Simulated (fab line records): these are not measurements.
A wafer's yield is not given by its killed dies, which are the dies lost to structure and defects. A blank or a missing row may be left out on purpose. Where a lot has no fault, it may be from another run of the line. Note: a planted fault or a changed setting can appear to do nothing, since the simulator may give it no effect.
fab line records / flow sfq-line
record lots=5 wafers=15 last-day=88
route steps=325 shown I2@117 M3@118
lots untouched by any fault: they come from a run of this same line in which no faults occurred
start-h: the number of hours between the record's first day and the start of the first shown wafer of the lot / wait-h: how many hours have passed since the lot's step before this one / " repeats the value in the row above / L1.1+2: a row that stands for several wafers / - no value, or no start given / * or withheld: withheld / < > ~ a bound
route shown NAME@n: a module of which the file shows steps, and the number in the route of the first / usual: mean and standard deviation over wafers with no fault / same: alike in all rows / chamber/n: place in a boat / sites: readings site by site / _std_site: how widely they spread, as a standard deviation / _edge_site: mean of outer sites minus mean of inner sites / radius-mm: for every site, how far away it sits from the centre of the wafer / mask NAME#n: copy n / behind: the most recent tool/chamber to have shaped the wafer / hold: what put the lot on hold/how long, in hours/how the hold closed / device: transistor that didn't switch, given as n, p or np / end of line: tests run on the same wafers once the route is complete / for a step that has no rows: nothing shown but its recipe / killed: at the first sort, the dies lost to defects and structure; wafer yield is something else / map: per-die view of a wafer (x killed, . not killed, _ where there is no die)
set.NAME: the setting as run; set.NAME@STEP: as run at that earlier step / model.NAME: the simulator's own value behind a step, which no gauge read
certain route steps with their lots: each step a table, each wafer a row
services: the hour from which a tool's chamber was out of use, counted from the record's first day as start-h (under 0 if before that day), plus the number of hours and why
## steps
# step SFQ_TRILAYER_I2_VIA_STRIP_SOLV_CLEAN_072
# recipe chemistry=NMP temp-c=70 time-s=600
# step SFQ_TRILAYER_M3_DEP_PRE_CLEAN_074
# recipe gas=Ar time-s=22.5 bias-v=250
# step SFQ_TRILAYER_M3_DEP_SPUTTER_073
# recipe material=Nb base-pressure-pa=1.33e-06 chamber-pressure-pa=0.1333 substrate-temp-c=20 resputter-cathode-voltage-v=400 target-thk-nm=200 power-w=2000 time-s=133.3
# usual chamber-pressure-pa=0.13327/0.00028 resputter-cathode-voltage-v=400/4.1 throttle-valve-pct=29.2/1.1
lot.wafer=L311.3 tool=pvd-sputter-04 chamber=- start-h=526.23 wait-h=0.0 chamber-pressure-pa=0.13325 resputter-cathode-voltage-v=399 throttle-valve-pct=27.4
lot.wafer=L311.4 tool=pvd-sputter-04 chamber=- start-h=526.23 wait-h=0.0 chamber-pressure-pa=0.13323 resputter-cathode-voltage-v=401 throttle-valve-pct=30.2
lot.wafer=L311.5 tool=pvd-sputter-04 chamber=- start-h=526.23 wait-h=0.0 chamber-pressure-pa=0.13333 resputter-cathode-voltage-v=400 throttle-valve-pct=28.9
lot.wafer=L313.2 tool=pvd-sputter-06 chamber=- start-h=547.83 wait-h=0.0 chamber-pressure-pa=0.13376 resputter-cathode-voltage-v=394 throttle-valve-pct=30.2
lot.wafer=L313.3 tool=pvd-sputter-06 chamber=- start-h=547.83 wait-h=0.0 chamber-pressure-pa=0.13282 resputter-cathode-voltage-v=397 throttle-valve-pct=29.8
lot.wafer=L313.5 tool=pvd-sputter-06 chamber=- start-h=547.83 wait-h=0.0 chamber-pressure-pa=0.13332 resputter-cathode-voltage-v=398 throttle-valve-pct=30.1
lot.wafer=L323.2 tool=pvd-sputter-03 chamber=- start-h=658.83 wait-h=0.0 chamber-pressure-pa=0.13308 resputter-cathode-voltage-v=396 throttle-valve-pct=29.3
lot.wafer=L323.5 tool=pvd-sputter-03 chamber=- start-h=658.83 wait-h=0.0 chamber-pressure-pa=0.13314 resputter-cathode-voltage-v=401 throttle-valve-pct=32.0
lot.wafer=L323.6 tool=pvd-sputter-03 chamber=- start-h=658.83 wait-h=0.0 chamber-pressure-pa=0.13316 resputter-cathode-voltage-v=404 throttle-valve-pct=28.4
lot.wafer=L330.3 tool=pvd-sputter-03 chamber=- start-h=729.63 wait-h=0.0 chamber-pressure-pa=0.13309 resputter-cathode-voltage-v=395 throttle-valve-pct=31.9
lot.wafer=L330.4 tool=pvd-sputter-03 chamber=- start-h=729.63 wait-h=0.0 chamber-pressure-pa=0.13302 resputter-cathode-voltage-v=399 throttle-valve-pct=29.1
lot.wafer=L330.6 tool=pvd-sputter-03 chamber=- start-h=729.63 wait-h=0.0 chamber-pressure-pa=0.13299 resputter-cathode-voltage-v=403 throttle-valve-pct=29.3
lot.wafer=L332.2 tool=pvd-sputter-04 chamber=- start-h=746.43 wait-h=0.0 chamber-pressure-pa=0.13285 resputter-cathode-voltage-v=398 throttle-valve-pct=29.1
lot.wafer=L332.4 tool=pvd-sputter-04 chamber=- start-h=746.43 wait-h=0.0 chamber-pressure-pa=0.13342 resputter-cathode-voltage-v=397 throttle-valve-pct=28.7
lot.wafer=L332.5 tool=pvd-sputter-04 chamber=- start-h=746.43 wait-h=0.0 chamber-pressure-pa=0.13381 resputter-cathode-voltage-v=399 throttle-valve-pct=30.0
# step SFQ_M3_RS_MEAS_919
# recipe thk-meas-gauge=four-point-probe reads=Nb_of_TRILAYER_M3_DEP_SPUTTER_073
# usual M3_NB_RS=0.888/0.0091
lot.wafer=L311.3 tool=film-metro-01 chamber=- start-h=526.36 wait-h=0.1 M3_NB_RS[ohm/sq]=0.876
lot.wafer=L311.4 tool=film-metro-01 chamber=- start-h=526.36 wait-h=0.1 M3_NB_RS[ohm/sq]=0.899
lot.wafer=L311.5 tool=film-metro-01 chamber=- start-h=526.36 wait-h=0.1 M3_NB_RS[ohm/sq]=0.888
lot.wafer=L313.2 tool=film-metro-04 chamber=- start-h=547.94 wait-h=0.1 M3_NB_RS[ohm/sq]=0.872
lot.wafer=L313.3 tool=film-metro-04 chamber=- start-h=547.94 wait-h=0.1 M3_NB_RS[ohm/sq]=0.874
lot.wafer=L313.5 tool=film-metro-04 chamber=- start-h=547.94 wait-h=0.1 M3_NB_RS[ohm/sq]=0.871
lot.wafer=L323.2 tool=film-metro-01 chamber=- start-h=658.95 wait-h=0.1 M3_NB_RS[ohm/sq]=0.900
lot.wafer=L323.5 tool=film-metro-01 chamber=- start-h=658.95 wait-h=0.1 M3_NB_RS[ohm/sq]=0.896
lot.wafer=L323.6 tool=film-metro-01 chamber=- start-h=658.95 wait-h=0.1 M3_NB_RS[ohm/sq]=0.897
lot.wafer=L330.3 tool=film-metro-02 chamber=- start-h=729.77 wait-h=0.1 M3_NB_RS[ohm/sq]=0.898
lot.wafer=L330.4 tool=film-metro-02 chamber=- start-h=729.77 wait-h=0.1 M3_NB_RS[ohm/sq]=0.889
lot.wafer=L330.6 tool=film-metro-02 chamber=- start-h=729.77 wait-h=0.1 M3_NB_RS[ohm/sq]=0.884
lot.wafer=L332.2 tool=film-metro-04 chamber=- start-h=746.55 wait-h=0.1 M3_NB_RS[ohm/sq]=0.883
lot.wafer=L332.4 tool=film-metro-04 chamber=- start-h=746.55 wait-h=0.1 M3_NB_RS[ohm/sq]=0.886
lot.wafer=L332.5 tool=film-metro-04 chamber=- start-h=746.55 wait-h=0.1 M3_NB_RS[ohm/sq]=0.888
# step SFQ_TRILAYER_M3_LITHO_COAT_080
# recipe resist=BARC spin-rpm=3000 resist-thk-nm=62
# step SFQ_TRILAYER_M3_LITHO_COAT_075
# recipe resist=KrF spin-rpm=3000 resist-thk-nm=600
# step SFQ_TRILAYER_M3_LITHO_SOFTBAKE_079
# recipe temp-c=withheld time-s=withheld resist=KrF
# step SFQ_TRILAYER_M3_LITHO_EXPOSE_076
# recipe mask-id=M3 na=0.6 source-shape=conventional sigma-outer=0.65 target-cd-nm=500 dose-mj=14.4
# step SFQ_TRILAYER_M3_LITHO_PEB_078
# recipe peb-temp-c=115 peb-time-s=60 resist=KrF
# step SFQ_TRILAYER_M3_LITHO_DEVELOP_077
# recipe time-s=60 resist=KrF
# step SFQ_M3_OVL_MEAS_921
# usual M3_OVL=0/5.3
lot.wafer=L311.3 tool=overlay-01 chamber=- start-h=672.25 wait-h=0.1 M3_OVL[nm]=-11
lot.wafer=L311.4 tool=overlay-01 chamber=- start-h=672.25 wait-h=0.1 M3_OVL[nm]=-9
lot.wafer=L311.5 tool=overlay-01 chamber=- start-h=672.25 wait-h=0.1 M3_OVL[nm]=-6
lot.wafer=L313.2 tool=overlay-01 chamber=- start-h=691.45 wait-h=0.1 M3_OVL[nm]=2
lot.wafer=L313.3 tool=overlay-01 chamber=- start-h=691.45 wait-h=0.1 M3_OVL[nm]=9
lot.wafer=L313.5 tool=overlay-01 chamber=- start-h=691.45 wait-h=0.1 M3_OVL[nm]=5
lot.wafer=L323.2 tool=overlay-01 chamber=- start-h=801.68 wait-h=0.1 M3_OVL[nm]=2
lot.wafer=L323.5 tool=overlay-01 chamber=- start-h=801.68 wait-h=0.1 M3_OVL[nm]=0
lot.wafer=L323.6 tool=overlay-01 chamber=- start-h=801.68 wait-h=0.1 M3_OVL[nm]=5
lot.wafer=L330.3 tool=overlay-02 chamber=- start-h=876.24 wait-h=0.1 M3_OVL[nm]=1
lot.wafer=L330.4 tool=overlay-02 chamber=- start-h=876.24 wait-h=0.1 M3_OVL[nm]=8
lot.wafer=L330.6 tool=overlay-02 chamber=- start-h=876.24 wait-h=0.1 M3_OVL[nm]=10
lot.wafer=L332.2 tool=overlay-02 chamber=- start-h=889.43 wait-h=0.1 M3_OVL[nm]=-1
lot.wafer=L332.4 tool=overlay-02 chamber=- start-h=889.43 wait-h=0.1 M3_OVL[nm]=0
lot.wafer=L332.5 tool=overlay-02 chamber=- start-h=889.43 wait-h=0.1 M3_OVL[nm]=-3
# step SFQ_TRILAYER_M3_BARC_OPEN_METAL_ETCH_100
# recipe mask-material=PR chemistry=O2 target-depth-nm=125 target=BARC icp-w=600 bias-w=80 pressure-mtorr=10 time-s=41.7
# usual drypump-motor-current-A=5.53/0.13 oes-product-au=0.685/0.0047
lot.wafer=L311.3 tool=rie-metal-04 chamber=0 start-h=672.30 wait-h=0.0 drypump-motor-current-A=5.58 oes-product-au=0.685 rf-hours-counter-h=- model.KrF_of_TRILAYER_M3_LITHO_COAT_075.thk-nm=522.5
lot.wafer=L311.4 tool=rie-metal-04 chamber=1 start-h=672.30 wait-h=0.0 drypump-motor-current-A=5.56 oes-product-au=0.687 rf-hours-counter-h=- model.KrF_of_TRILAYER_M3_LITHO_COAT_075.thk-nm=522.2
lot.wafer=L311.5 tool=rie-metal-04 chamber=0 start-h=672.30 wait-h=0.0 drypump-motor-current-A=5.59 oes-product-au=0.678 rf-hours-counter-h=- model.KrF_of_TRILAYER_M3_LITHO_COAT_075.thk-nm=521.2
lot.wafer=L313.2 tool=rie-metal-01 chamber=1 start-h=691.48 wait-h=0.0 drypump-motor-current-A=5.58 oes-product-au=0.684 rf-hours-counter-h=145 model.KrF_of_TRILAYER_M3_LITHO_COAT_075.thk-nm=523.2
lot.wafer=L313.3 tool=rie-metal-01 chamber=0 start-h=691.48 wait-h=0.0 drypump-motor-current-A=5.40 oes-product-au=0.686 rf-hours-counter-h=- model.KrF_of_TRILAYER_M3_LITHO_COAT_075.thk-nm=521.1
lot.wafer=L313.5 tool=rie-metal-01 chamber=0 start-h=691.48 wait-h=0.0 drypump-motor-current-A=5.43 oes-product-au=0.676 rf-hours-counter-h=- model.KrF_of_TRILAYER_M3_LITHO_COAT_075.thk-nm=523.4
lot.wafer=L323.2 tool=rie-metal-04 chamber=1 start-h=801.71 wait-h=0.0 drypump-motor-current-A=5.60 oes-product-au=0.685 rf-hours-counter-h=8 model.KrF_of_TRILAYER_M3_LITHO_COAT_075.thk-nm=524.8
lot.wafer=L323.5 tool=rie-metal-04 chamber=1 start-h=801.71 wait-h=0.0 drypump-motor-current-A=5.56 oes-product-au=0.678 rf-hours-counter-h=- model.KrF_of_TRILAYER_M3_LITHO_COAT_075.thk-nm=524.6
lot.wafer=L323.6 tool=rie-metal-04 chamber=0 start-h=801.71 wait-h=0.0 drypump-motor-current-A=5.62 oes-product-au=0.683 rf-hours-counter-h=- model.KrF_of_TRILAYER_M3_LITHO_COAT_075.thk-nm=504.5
lot.wafer=L330.3 tool=rie-metal-01 chamber=0 start-h=876.28 wait-h=0.0 drypump-motor-current-A=5.41 oes-product-au=0.690 rf-hours-counter-h=- model.KrF_of_TRILAYER_M3_LITHO_COAT_075.thk-nm=522.1
lot.wafer=L330.4 tool=rie-metal-01 chamber=1 start-h=876.28 wait-h=0.0 drypump-motor-current-A=5.56 oes-product-au=0.690 rf-hours-counter-h=- model.KrF_of_TRILAYER_M3_LITHO_COAT_075.thk-nm=520.7
lot.wafer=L330.6 tool=rie-metal-01 chamber=0 start-h=876.28 wait-h=0.0 drypump-motor-current-A=5.40 oes-product-au=0.686 rf-hours-counter-h=- model.KrF_of_TRILAYER_M3_LITHO_COAT_075.thk-nm=521.2
lot.wafer=L332.2 tool=rie-metal-01 chamber=1 start-h=889.46 wait-h=0.0 drypump-motor-current-A=5.57 oes-product-au=0.693 rf-hours-counter-h=6 model.KrF_of_TRILAYER_M3_LITHO_COAT_075.thk-nm=521.6
lot.wafer=L332.4 tool=rie-metal-01 chamber=0 start-h=889.46 wait-h=0.0 drypump-motor-current-A=5.42 oes-product-au=0.691 rf-hours-counter-h=- model.KrF_of_TRILAYER_M3_LITHO_COAT_075.thk-nm=522.5
lot.wafer=L332.5 tool=rie-metal-01 chamber=0 start-h=889.46 wait-h=0.0 drypump-motor-current-A=5.45 oes-product-au=0.693 rf-hours-counter-h=- model.KrF_of_TRILAYER_M3_LITHO_COAT_075.thk-nm=521.9
# step SFQ_TRILAYER_M3_ETCH_METAL_ETCH_078
# recipe target=Nb stop-on=SiO2 mask-material=PR chemistry=Cl2/Ar target-depth-nm=240 icp-w=600 bias-w=80 pressure-mtorr=10 time-s=120
# usual drypump-motor-current-A=5.53/0.13 oes-product-au=0.895/0.0066
lot.wafer=L311.3 tool=rie-metal-04 chamber=0 start-h=672.38 wait-h=0.1 drypump-motor-current-A=5.60 oes-product-au=0.902 rf-hours-counter-h=- model.KrF_of_TRILAYER_M3_LITHO_COAT_075.thk-nm=379.1
lot.wafer=L311.4 tool=rie-metal-04 chamber=1 start-h=672.38 wait-h=0.1 drypump-motor-current-A=5.57 oes-product-au=0.892 rf-hours-counter-h=- model.KrF_of_TRILAYER_M3_LITHO_COAT_075.thk-nm=383.1
lot.wafer=L311.5 tool=rie-metal-04 chamber=0 start-h=672.38 wait-h=0.1 drypump-motor-current-A=5.59 oes-product-au=0.891 rf-hours-counter-h=- model.KrF_of_TRILAYER_M3_LITHO_COAT_075.thk-nm=378
lot.wafer=L313.2 tool=rie-metal-01 chamber=1 start-h=691.54 wait-h=0.0 drypump-motor-current-A=5.57 oes-product-au=0.906 rf-hours-counter-h=145 model.KrF_of_TRILAYER_M3_LITHO_COAT_075.thk-nm=380.7
lot.wafer=L313.3 tool=rie-metal-01 chamber=0 start-h=691.54 wait-h=0.0 drypump-motor-current-A=5.39 oes-product-au=0.905 rf-hours-counter-h=- model.KrF_of_TRILAYER_M3_LITHO_COAT_075.thk-nm=380.9
lot.wafer=L313.5 tool=rie-metal-01 chamber=0 start-h=691.54 wait-h=0.0 drypump-motor-current-A=5.38 oes-product-au=0.904 rf-hours-counter-h=- model.KrF_of_TRILAYER_M3_LITHO_COAT_075.thk-nm=382.5
lot.wafer=L323.2 tool=rie-metal-04 chamber=1 start-h=801.77 wait-h=0.0 drypump-motor-current-A=5.61 oes-product-au=0.886 rf-hours-counter-h=8 model.KrF_of_TRILAYER_M3_LITHO_COAT_075.thk-nm=385.5
lot.wafer=L323.5 tool=rie-metal-04 chamber=1 start-h=801.77 wait-h=0.0 drypump-motor-current-A=5.58 oes-product-au=0.899 rf-hours-counter-h=- model.KrF_of_TRILAYER_M3_LITHO_COAT_075.thk-nm=385.5
lot.wafer=L323.6 tool=rie-metal-04 chamber=0 start-h=801.77 wait-h=0.0 drypump-motor-current-A=5.56 oes-product-au=0.890 rf-hours-counter-h=- model.KrF_of_TRILAYER_M3_LITHO_COAT_075.thk-nm=361.2
lot.wafer=L330.3 tool=rie-metal-01 chamber=0 start-h=876.36 wait-h=0.1 drypump-motor-current-A=5.43 oes-product-au=0.886 rf-hours-counter-h=- model.KrF_of_TRILAYER_M3_LITHO_COAT_075.thk-nm=381.8
lot.wafer=L330.4 tool=rie-metal-01 chamber=1 start-h=876.36 wait-h=0.1 drypump-motor-current-A=5.56 oes-product-au=0.898 rf-hours-counter-h=- model.KrF_of_TRILAYER_M3_LITHO_COAT_075.thk-nm=381.3
lot.wafer=L330.6 tool=rie-metal-01 chamber=0 start-h=876.36 wait-h=0.1 drypump-motor-current-A=5.44 oes-product-au=0.902 rf-hours-counter-h=- model.KrF_of_TRILAYER_M3_LITHO_COAT_075.thk-nm=381
lot.wafer=L332.2 tool=rie-metal-01 chamber=1 start-h=889.52 wait-h=0.0 drypump-motor-current-A=5.58 oes-product-au=0.897 rf-hours-counter-h=6 model.KrF_of_TRILAYER_M3_LITHO_COAT_075.thk-nm=381.4
lot.wafer=L332.4 tool=rie-metal-01 chamber=0 start-h=889.52 wait-h=0.0 drypump-motor-current-A=5.40 oes-product-au=0.895 rf-hours-counter-h=- model.KrF_of_TRILAYER_M3_LITHO_COAT_075.thk-nm=381.7
lot.wafer=L332.5 tool=rie-metal-01 chamber=0 start-h=889.52 wait-h=0.0 drypump-motor-current-A=5.38 oes-product-au=0.897 rf-hours-counter-h=- model.KrF_of_TRILAYER_M3_LITHO_COAT_075.thk-nm=382.6
# step SFQ_TRILAYER_M3_STRIP_STRIP_079
# recipe gas=O2 power-w=200 platen-temp-c=40 overash-fraction=0.65 chemistry=O2 pressure-mtorr=50
# usual drypump-motor-current-A=5.53/0.13 oes-product-au=1.002/0.01
lot.wafer=L311.3 tool=rie-metal-04 chamber=0 start-h=672.66 wait-h=0.2 drypump-motor-current-A=5.54 oes-product-au=1.004 rf-hours-counter-h=-
lot.wafer=L311.4 tool=rie-metal-04 chamber=1 start-h=672.66 wait-h=0.2 drypump-motor-current-A=5.54 oes-product-au=0.986 rf-hours-counter-h=-
lot.wafer=L311.5 tool=rie-metal-04 chamber=0 start-h=672.66 wait-h=0.2 drypump-motor-current-A=5.60 oes-product-au=0.994 rf-hours-counter-h=-
lot.wafer=L313.2 tool=rie-metal-01 chamber=1 start-h=691.66 wait-h=0.1 drypump-motor-current-A=5.57 oes-product-au=1.003 rf-hours-counter-h=146
lot.wafer=L313.3 tool=rie-metal-01 chamber=0 start-h=691.66 wait-h=0.1 drypump-motor-current-A=5.41 oes-product-au=1.004 rf-hours-counter-h=-
lot.wafer=L313.5 tool=rie-metal-01 chamber=0 start-h=691.66 wait-h=0.1 drypump-motor-current-A=5.42 oes-product-au=1.004 rf-hours-counter-h=-
lot.wafer=L323.2 tool=rie-metal-04 chamber=1 start-h=801.90 wait-h=0.1 drypump-motor-current-A=5.57 oes-product-au=1.003 rf-hours-counter-h=8
lot.wafer=L323.5 tool=rie-metal-04 chamber=1 start-h=801.90 wait-h=0.1 drypump-motor-current-A=5.59 oes-product-au=0.999 rf-hours-counter-h=-
lot.wafer=L323.6 tool=rie-metal-04 chamber=0 start-h=801.90 wait-h=0.1 drypump-motor-current-A=5.60 oes-product-au=1.004 rf-hours-counter-h=-
lot.wafer=L330.3 tool=rie-metal-01 chamber=0 start-h=876.65 wait-h=0.2 drypump-motor-current-A=5.40 oes-product-au=0.988 rf-hours-counter-h=-
lot.wafer=L330.4 tool=rie-metal-01 chamber=1 start-h=876.65 wait-h=0.2 drypump-motor-current-A=5.56 oes-product-au=0.991 rf-hours-counter-h=-
lot.wafer=L330.6 tool=rie-metal-01 chamber=0 start-h=876.65 wait-h=0.2 drypump-motor-current-A=5.40 oes-product-au=0.994 rf-hours-counter-h=-
lot.wafer=L332.2 tool=rie-metal-01 chamber=1 start-h=889.65 wait-h=0.1 drypump-motor-current-A=5.59 oes-product-au=0.986 rf-hours-counter-h=6
lot.wafer=L332.4 tool=rie-metal-01 chamber=0 start-h=889.65 wait-h=0.1 drypump-motor-current-A=5.38 oes-product-au=0.993 rf-hours-counter-h=-
lot.wafer=L332.5 tool=rie-metal-01 chamber=0 start-h=889.65 wait-h=0.1 drypump-motor-current-A=5.40 oes-product-au=0.997 rf-hours-counter-h=-
## services
tool=pvd-sputter-06 chamber=- start-h=521.94 hours=3.2 kind=repair
tool=pvd-sputter-06 chamber=- start-h=532.75 hours=9.1 kind=repair
tool=rie-metal-01 chamber=0 start-h=535.63 hours=- kind=clean
tool=rie-metal-01 chamber=0 start-h=535.63 hours=17.8 kind=scheduled-down
tool=rie-metal-01 chamber=0 start-h=535.63 hours=17.8 kind=vent-cycle
tool=rie-metal-01 chamber=1 start-h=549.42 hours=3.4 kind=repair
tool=rie-metal-04 chamber=1 start-h=580.87 hours=3.0 kind=repair
tool=rie-metal-01 chamber=0 start-h=638.84 hours=27.9 kind=repair
tool=pvd-sputter-03 chamber=- start-h=674.29 hours=1.1 kind=repair
tool=pvd-sputter-04 chamber=- start-h=686.70 hours=1.3 kind=repair
tool=rie-metal-04 chamber=1 start-h=696.67 hours=2.3 kind=repair
tool=pvd-sputter-06 chamber=- start-h=710.72 hours=1.0 kind=repair
tool=rie-metal-04 chamber=1 start-h=721.36 hours=- kind=clean
tool=rie-metal-04 chamber=1 start-h=721.36 hours=20.5 kind=scheduled-down
tool=rie-metal-04 chamber=1 start-h=721.36 hours=20.5 kind=vent-cycle
tool=pvd-sputter-04 chamber=- start-h=751.97 hours=6.2 kind=repair
tool=rie-metal-01 chamber=0 start-h=760.54 hours=50.6 kind=repair
tool=pvd-sputter-04 chamber=- start-h=783.02 hours=21.9 kind=repair
tool=rie-metal-04 chamber=1 start-h=814.30 hours=2.7 kind=repair
tool=rie-metal-01 chamber=1 start-h=821.15 hours=- kind=clean
tool=rie-metal-01 chamber=1 start-h=821.15 hours=25.5 kind=scheduled-down
tool=rie-metal-01 chamber=1 start-h=821.15 hours=25.5 kind=vent-cycle
tool=pvd-sputter-06 chamber=- start-h=834.13 hours=1.4 kind=repair
tool=pvd-sputter-03 chamber=- start-h=877.28 hours=5.4 kind=repair
## key
first-sign none at tools or gauges
model-effect step=SFQ_TRILAYER_M3_BARC_OPEN_METAL_ETCH_100 value=KrF_of_TRILAYER_M3_LITHO_COAT_075.thk-nm without=523.5 struck=504.5
model-effect step=SFQ_TRILAYER_M3_ETCH_METAL_ETCH_078 value=KrF_of_TRILAYER_M3_LITHO_COAT_075.thk-nm without=380.2 struck=361.2
met-at SFQ_TRILAYER_M3_BARC_OPEN_METAL_ETCH_100
struck-wafers L323.6
onset-between 672.30 801.71
fault kind=process-parameter-drift tool=rie-metal-04 chamber=0 onset-h=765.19 steps=SFQ_TRILAYER_M3_BARC_OPEN_METAL_ETCH_100 channel=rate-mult offset=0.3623 shape=step end-h=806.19
